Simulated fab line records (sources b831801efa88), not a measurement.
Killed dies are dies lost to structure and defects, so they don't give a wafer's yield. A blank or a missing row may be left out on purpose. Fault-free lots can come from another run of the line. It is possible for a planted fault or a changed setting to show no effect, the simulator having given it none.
A lot that was struck, set against a sound lot / flow sky130 / 26 steps out of a route of 708
Sound: wafers L993.2, L993.3, L993.4. Wafers L998.1, L998.2, L998.3 were the ones struck. The cause is given at the end.
At each step with rows: each side's tool, then ch and its chambers, then its first start. Under that, the readings that differ: sound wafers / struck wafers / difference of the means / sigmas: that difference in standard deviations of wafers without a fault.
alike: readings whose means differ by less than 2 such deviations, and words and numbers that are the same on both sides. not compared: withheld readings, readings that some wafer has no value for, bounds like >300 that may hide the same value, and numbers for which the record gives no deviation and whose values overlap.
A row with sigmas, a row that says differs or no value, or rows on one side alone: a step with any of these is where the two part. Numbers that don't overlap but have no deviation are shown without sigmas and don't part them. Lack of a reading on every wafer of one side parts them only where that side has two or more wafers.

first, 3 steps without rows for these wafers: SKY_CAPM_EXPOSE_09 (exposes mask CAPM, target cd 1000 nm); SKY_CAPM_PEB_10; SKY_CAPM_DEVELOP_11 (develop time 60 s).
SKY_CAPM_OVL_MEAS_12:
  struck on overlay-01, day 43 10:43; sound on overlay-01, day 41 20:06
  alike: CAPM_OVL
SKY_CAPM_METAL_ETCH_13: etches TiN in Cl2/BCl3, stops on SiO2, target depth 220 nm, time 62.9 s.
  sound on rieMetal-01 ch 0,1, day 41 20:08; struck on rieMetal-03 ch 0,1, day 43 10:45
  alike: drypumpMotorCurrentA, oesProductAu, throttleValvePct
  not compared: rfHoursCounterH
SKY_CAPM_STRIP_14: strips in O2/N2.
  sound on plasmaAsher-02 ch 0,1, day 41 20:12; struck on plasmaAsher-02 ch 0,1, day 43 10:49
  alike: drypumpMotorCurrentA, oesProductAu, stripTimeToEndpointS
  not compared: rfHoursCounterH
then, 6 steps without rows for these wafers: SKY_CAPM_STRIP_15 (strips in post etch residue remover, time 1200 s); SKY_CAPM_CLEAN_16 (cleans in IPA, time 180 s); SKY_CAPM_CLEAN_17 (cleans in O3/DIW); SKY_METAL3_DEHYDRATE_05 (time 60 s); SKY_METAL3_HMDS_06 (prime time 60 s); SKY_METAL3_COAT_07 (resist thk 60 nm).
SKY_METAL3_COAT_08: resist thk 1140 nm.
  sound on lithoTrack-02 ch 0, day 42 08:00; struck on lithoTrack-02 ch 0, day 43 22:00
reading=spinSpeedRpm (rpm); sound=3000.2 3001.3 3000.9; struck=2734.6 2735.4 2736.5; difference=-265.3; sigmas=-99 or more
reading=model.KrF-thick_of_METAL3_COAT_08.thkNm (nm); sound=1142 1142 1142; struck=1192 1194 1196; difference=+52; sigmas=
then, 4 steps without rows for these wafers: SKY_METAL3_SOFTBAKE_09 (time 90 s); SKY_METAL3_EXPOSE_10 (exposes mask MM3, target cd 300 nm); SKY_METAL3_PEB_11; SKY_METAL3_DEVELOP_12 (develop time 60 s).
SKY_METAL3_CD_MEAS_13 targets a cd of 300 nm.
  struck on cdSem-02, day 44 10:09; sound on cdSem-01, day 42 20:18
  alike: cdNm
SKY_METAL3_OVL_MEAS_14:
  struck on overlay-02, day 44 10:16; sound on overlay-02, day 42 20:25
  alike: METAL3_OVL
SKY_METAL3_DESCUM_15: chemistry O2, time 8 s.
  sound on rieMetal-04 ch 0,1, day 42 20:26; struck on rieMetal-01 ch 0,1, day 44 10:18
  alike: drypumpMotorCurrentA, oesProductAu
  not compared: rfHoursCounterH
SKY_METAL3_ETCH_16: etches BARC in N2/H2, stops on SiO2, time 88.2 s, target depth 60 nm.
  sound on rieMetal-04 ch 0,1, day 42 20:28; struck on rieMetal-01 ch 0,1, day 44 10:20
  alike: drypumpMotorCurrentA, oesProductAu, throttleValvePct
  not compared: rfHoursCounterH
SKY_METAL3_ETCH_17: etches SiO2 in C4F8/O2/Ar, stops on TiN, time 3.9 s, target depth 15 nm.
  sound on rieDiel-02 ch 0,1,3, day 42 20:34; struck on rieDiel-03 ch 0,1,2, day 44 10:26
  alike: oesProductAu
  not compared: rfHoursCounterH
SKY_METAL3_METAL_ETCH_18: etches the open film in Cl2/BCl3, stops on SiO2, target depth 845 nm, time 183.1 s.
  sound on rieMetal-02 ch 1, day 42 20:38; struck on rieMetal-02 ch 0,1, day 44 10:27
reading=model.KrF-thick_of_METAL3_COAT_08.thkNm (nm); sound=525.5 526.8 532.9; struck=572.5 579.4 577.5; difference=+48.1; sigmas=
  alike: drypumpMotorCurrentA, oesProductAu, throttleValvePct
  not compared: rfHoursCounterH
SKY_METAL3_STRIP_19: strips in O2/N2.
  sound on plasmaAsher-02 ch 0,1, day 42 20:56; struck on plasmaAsher-01 ch 0,1, day 44 10:38
reading=oesProductAu (a.u.); sound=0.505 0.493 0.499; struck=0.515 0.516 0.521; difference=+0.018; sigmas=+4
reading=stripTimeToEndpointS (s); sound=6.51 6.55 6.59; struck=6.98 7.04 7.04; difference=+0.47; sigmas=+9
  alike: drypumpMotorCurrentA
  not compared: rfHoursCounterH
then, 1 step without rows for these wafers: SKY_METAL3_STRIP_20 (strips in post etch residue remover, time 1200 s).
-- the record jumps here: 6 days lie between the struck wafers' starts before and after (it left off in module METAL3 and takes up again in module PAD_OPEN, whose first step shown is number 708 of the route) --
SKY_PAD_OPEN_PROBE_99:
  struck on prober-02, day 50 11:57; sound on prober-01, day 49 06:41
  alike: defectLimitedYield, killed_at_M0_to_M3, killed_at_M4_up, killedAtContacts, killedAtFrontEnd, killedAtOther, killedDies, killedOnRim, killedOpen, killedShort, sort_bin_3_pad_short, sort_bin_5_function, sort_bin_6_memory, sortNPass, sortYieldPct

== WHERE THEY PART ==
Last at SKY_METAL3_STRIP_19 as far as this record goes, first at SKY_METAL3_COAT_08. Later steps at which nothing parts them and some readings are alike: SKY_PAD_OPEN_PROBE_99.

WHY: what the simulator had put in
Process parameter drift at SKY_METAL3_COAT_08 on lithoTrack-02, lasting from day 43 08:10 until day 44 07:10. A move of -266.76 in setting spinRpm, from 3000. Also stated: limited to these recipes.
